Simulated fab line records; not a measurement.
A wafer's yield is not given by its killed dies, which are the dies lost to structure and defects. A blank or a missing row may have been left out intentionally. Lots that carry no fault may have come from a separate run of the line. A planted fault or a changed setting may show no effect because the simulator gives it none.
Which tool was responsible?    flow sky130    34 wafers from 12 lots sampled at 3 of the route's 708 steps

## WHAT THE GAUGES READ, wafer by wafer
SKY_FIELD_ISO_BOW_MEAS_00.
lot   measured     on             INCOMING_BOW (um)
L954  day 1 10:01  film metro-04  -5 5 -7
L958  day 2 06:00  film metro-03  -7 -4 -4
L959  day 2 11:00  film metro-02  5 3 11
L961  day 2 21:00  film metro-04  10 -14 0
L962  day 3 02:00  film metro-04  -11 4 12
L963  day 3 07:05  film metro-03  -7 2
L964  day 3 12:02  film metro-02  -2 -4
L971  day 4 23:00  film metro-02  -11 2 -3
L973  day 5 09:01  film metro-04  0 10 -4
L974  day 5 14:01  film metro-02  8 3 -5
L975  day 5 19:01  film metro-04  3 7 4
L977  day 6 05:00  film metro-02  -16 2 -1

SKY_SONOS_ONO_CD_MEAS_13 targets a cd of 410 nm.
lot   measured      on         cd nm (nm)
L954  day 13 08:35  cd sem-01  410.8 412.9 411.7
L958  day 14 11:13  cd sem-02  412.2 412.3 413.6
L959  day 14 18:49  cd sem-01  412.2 412.6 410.8
L961  day 15 14:46  cd sem-01  411.6 408.0 409.9
L962  day 15 14:46  cd sem-02  412.5 413.3 386.3
L963  day 16 00:56  cd sem-02  409.2 382.3
L964  day 16 16:16  cd sem-02  384.3 408.6
L971  day 18 19:22  cd sem-01  404.9 408.1 405.1
L973  day 19 10:41  cd sem-01  410.6 409.9 409.1
L974  day 19 23:26  cd sem-02  407.2 408.3 407.7
L975  day 20 08:47  cd sem-01  412.1 410.1 411.4
L977  day 20 22:22  cd sem-01  412.2 410.0 409.5

## EACH LOT AND THE TOOL THAT RAN IT (in order: tool; ch and the chambers of the sampled wafers; start)
lot   SKY_SONOS_ONO_EXPOSE_10
L954  iline stepper-02 ch 0, day 12 19:19
L958  iline stepper-02 ch 0, day 13 22:10
L959  iline stepper-02 ch 0, day 14 06:01
L961  iline stepper-02 ch 0, day 15 00:29
L962  iline stepper-02 ch 0, day 15 01:01
L963  iline stepper-02 ch 0, day 15 11:42
L964  iline stepper-02 ch 0, day 16 02:20
L971  iline stepper-01 ch 0, day 18 04:38
L973  iline stepper-01 ch 0, day 18 19:19
L974  iline stepper-01 ch 0, day 19 08:08
L975  iline stepper-02 ch 0, day 19 17:31
L977  iline stepper-01 ch 0, day 20 06:55
- SKY_SONOS_ONO_EXPOSE_10: exposes mask ONOM, target cd 410 nm.

## WHAT THE TOOLS THEMSELVES READ (means of the sampled wafers that have a number; where no wafer has one, the mark that the record gives instead)
SKY_SONOS_ONO_EXPOSE_10.
lot   tool              exposure dose mJ cm2
L954  iline stepper-02  150.01
L958  iline stepper-02  150.14
L959  iline stepper-02  149.81
L961  iline stepper-02  149.92
L962  iline stepper-02  149.92
L963  iline stepper-02  149.90
L964  iline stepper-02  149.94
L971  iline stepper-01  149.94
L973  iline stepper-01  150.07
L974  iline stepper-01  150.03
L975  iline stepper-02  149.85
L977  iline stepper-01  150.00

## THE ANSWER, worked out from the rows above alone
Rule: usual is defined by the lots themselves. Put in order of their means at a reading, lots are off if they are a third of the lots or fewer, leave a main group of 4 or more, and stand apart from it by a gap of 3 or more times the standard deviation of the main group's means; of several such gaps the widest counts. The tables above print the reading to a certain number of digits; a main group whose means all agree to those digits is not used. Also off: a lot with no number at a reading for which 4 or more lots have one. All remaining lots with rows at the step are treated as sound. The gauges are gone through in route order, then the tools' own readings, and for those a lot's mean is taken as printed above. The first step at which some lot is off is used, and at that step the reading that is off furthest; a lot without a number counts as furthest.
Across all readings shown, no lot is off: no conclusion can be drawn from this.

## WHAT THE SIMULATOR HAD PUT IN
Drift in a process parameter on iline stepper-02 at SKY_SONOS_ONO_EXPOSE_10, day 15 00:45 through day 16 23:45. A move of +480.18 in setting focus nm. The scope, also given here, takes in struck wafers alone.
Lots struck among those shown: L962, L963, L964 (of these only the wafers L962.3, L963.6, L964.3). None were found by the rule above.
